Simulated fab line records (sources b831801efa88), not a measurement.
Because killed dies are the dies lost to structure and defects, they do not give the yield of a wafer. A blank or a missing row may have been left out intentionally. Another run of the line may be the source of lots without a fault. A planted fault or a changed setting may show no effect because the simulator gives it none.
Which tool is to blame?    flow gf180mcu    Sampling: 15 lots, 45 wafers, 4 of 602 route steps

== WHAT EACH GAUGE READ, for each wafer ==
GF_PASSIVATION_THK_MEAS_03. Usual: for PASSIVATION_CVD_02_THK the level is 699 nm and the standard deviation is 9.2.
lot   measured      on             PASSIVATION_CVD_02_THK (nm)  flag
L345  day 27 19:38  film-metro-01  695 704 703                  
L346  day 27 23:51  film-metro-03  690 707 701                  
L347  day 28 18:37  film-metro-03  685 691 714                  
L348  day 28 21:38  film-metro-02  702 701 710                  
L349  day 29 06:46  film-metro-03  700 713 709                  
L351  day 29 21:25  film-metro-02  692 714 699                  
L350  day 29 22:41  film-metro-03  695 703 708                  
L352  day 30 12:47  film-metro-02  701 693 706                  
L353  day 30 16:26  film-metro-02  698 703 703                  
L354  day 31 21:10  film-metro-01  688 689 708                  
L356  day 31 21:11  film-metro-02  705 712 715                  
L355  day 32 01:10  film-metro-01  683 689 693                  
L357  day 32 06:04  film-metro-01  694 688 700                  
L361  day 33 01:43  film-metro-03  696 703 711                  
L362  day 33 06:30  film-metro-03  699 702 711                  

== WHAT TOOL EACH LOT RAN ON (gives the tool, then ch and the chambers of the sampled wafers, and finally the start) ==
lot   GF_V1_CLEAN_20                   GF_V5_CVD_23                   GF_TOP_METAL_SPUTTER_02
L345  wet-bench-03 ch 3, day 17 18:40  cvd-w-02 ch 1, day 26 21:27    pvd-sputter-04, day 26 22:10
L346  wet-bench-02 ch 3, day 18 00:08  cvd-w-02 ch 0,1, day 27 02:07  pvd-sputter-04, day 27 02:50
L347  wet-bench-02 ch 1, day 18 21:20  cvd-w-01 ch 0,1, day 27 21:17  pvd-sputter-04, day 27 22:01
L348  wet-bench-03 ch 3, day 19 00:07  cvd-w-02 ch 0,1, day 28 00:28  pvd-sputter-01, day 28 01:09
L349  wet-bench-01 ch 0, day 19 16:40  cvd-w-02 ch 0,1, day 28 10:08  pvd-sputter-03, day 28 10:50
L351  wet-bench-01 ch 0, day 20 08:19  cvd-w-01 ch 0,1, day 29 00:37  pvd-sputter-04, day 29 01:18
L350  wet-bench-01 ch 3, day 20 08:25  cvd-w-02 ch 1, day 29 01:18    pvd-sputter-03, day 29 02:01
L352  wet-bench-03 ch 3, day 21 02:13  cvd-w-01 ch 0,1, day 29 15:50  pvd-sputter-04, day 29 16:33
L353  wet-bench-01 ch 2, day 21 08:49  cvd-w-02 ch 1, day 29 20:48    pvd-sputter-03, day 29 21:34
L354  wet-bench-01 ch 3, day 22 06:46  cvd-w-02 ch 0,1, day 30 15:06  pvd-sputter-04, day 30 15:50
L356  wet-bench-02 ch 1, day 22 09:21  cvd-w-02 ch 0,1, day 30 15:28  pvd-sputter-03, day 30 16:08
L355  wet-bench-02 ch 3, day 22 15:01  cvd-w-01 ch 0,1, day 30 21:23  pvd-sputter-01, day 30 22:07
L357  wet-bench-02 ch 2, day 23 04:43  cvd-w-01 ch 0,1, day 31 20:19  pvd-sputter-04, day 31 21:14
L361  wet-bench-02 ch 2, day 24 08:58  cvd-w-02 ch 0,1, day 32 03:52  pvd-sputter-03, day 32 07:55
L362  wet-bench-02 ch 1, day 24 14:00  cvd-w-01 ch 0,1, day 32 11:16  pvd-sputter-04, day 32 11:59
- GF_V1_CLEAN_20: cleans in DIW.
- GF_V5_CVD_23: deposits W, target thk 350 nm, time 104.9 s.
- GF_TOP_METAL_SPUTTER_02: material AlCu, target thk 900 nm, time 47.82 s.

== WHAT THE TOOLS THEMSELVES READ (means of the sampled wafers that have a number; where no wafer has one, the mark that the record gives instead) ==
GF_V5_CVD_23. Usual: heater-power-w 920 W, standard deviation 81; susceptor-temp-C 400.03 C, standard deviation 0.22.
lot   tool      heater-power-w (W)  susceptor-temp-C (C)  flag
L345  cvd-w-02  1012                399.77                
L346  cvd-w-02  998                 400.13                
L347  cvd-w-01  845                 399.92                
L348  cvd-w-02  990                 400.22                
L349  cvd-w-02  995                 400.07                
L351  cvd-w-01  827                 399.96                
L350  cvd-w-02  1025                399.97                
L352  cvd-w-01  845                 399.94                
L353  cvd-w-02  1030                400.20                
L354  cvd-w-02  982                 399.86                
L356  cvd-w-02  992                 399.99                
L355  cvd-w-01  844                 399.96                
L357  cvd-w-01  820                 399.90                
L361  cvd-w-02  955                 399.94                
L362  cvd-w-01  850                 400.23                

GF_TOP_METAL_SPUTTER_02. Usual: throttle-valve-pct reads 30.6 % (standard deviation 0.82).
lot   tool            throttle-valve-pct (%)  flag
L345  pvd-sputter-04  31.2                    
L346  pvd-sputter-04  30.5                    
L347  pvd-sputter-04  30.6                    
L348  pvd-sputter-01  31.1                    
L349  pvd-sputter-03  30.2                    
L351  pvd-sputter-04  31.0                    
L350  pvd-sputter-03  29.7                    
L352  pvd-sputter-04  30.8                    
L353  pvd-sputter-03  30.6                    
L354  pvd-sputter-04  30.6                    
L356  pvd-sputter-03  30.3                    
L355  pvd-sputter-01  30.7                    
L357  pvd-sputter-04  30.2                    
L361  pvd-sputter-03  30.3                    
L362  pvd-sputter-04  30.4                    

== THE ANSWER, worked out from the rows above alone ==
Rule: a lot counts as off when the mean over its wafers that have a number is more than 3 standard deviations away from the usual mean. A lot without any number at a reading at which 4 lots or more have one is off too. Where the step has rows for the other lots, those lots are counted as sound. After the gauges, taken in route order, come the tools' own readings; for these a lot's mean is taken, as printed above. The first step at which some lot is off is used, and at that step the reading that is off furthest; a lot without a number counts as furthest.
Nothing can be told from this: no lot is off at any reading shown.

== WHAT HAD BEEN PUT IN BY THE SIMULATOR ==
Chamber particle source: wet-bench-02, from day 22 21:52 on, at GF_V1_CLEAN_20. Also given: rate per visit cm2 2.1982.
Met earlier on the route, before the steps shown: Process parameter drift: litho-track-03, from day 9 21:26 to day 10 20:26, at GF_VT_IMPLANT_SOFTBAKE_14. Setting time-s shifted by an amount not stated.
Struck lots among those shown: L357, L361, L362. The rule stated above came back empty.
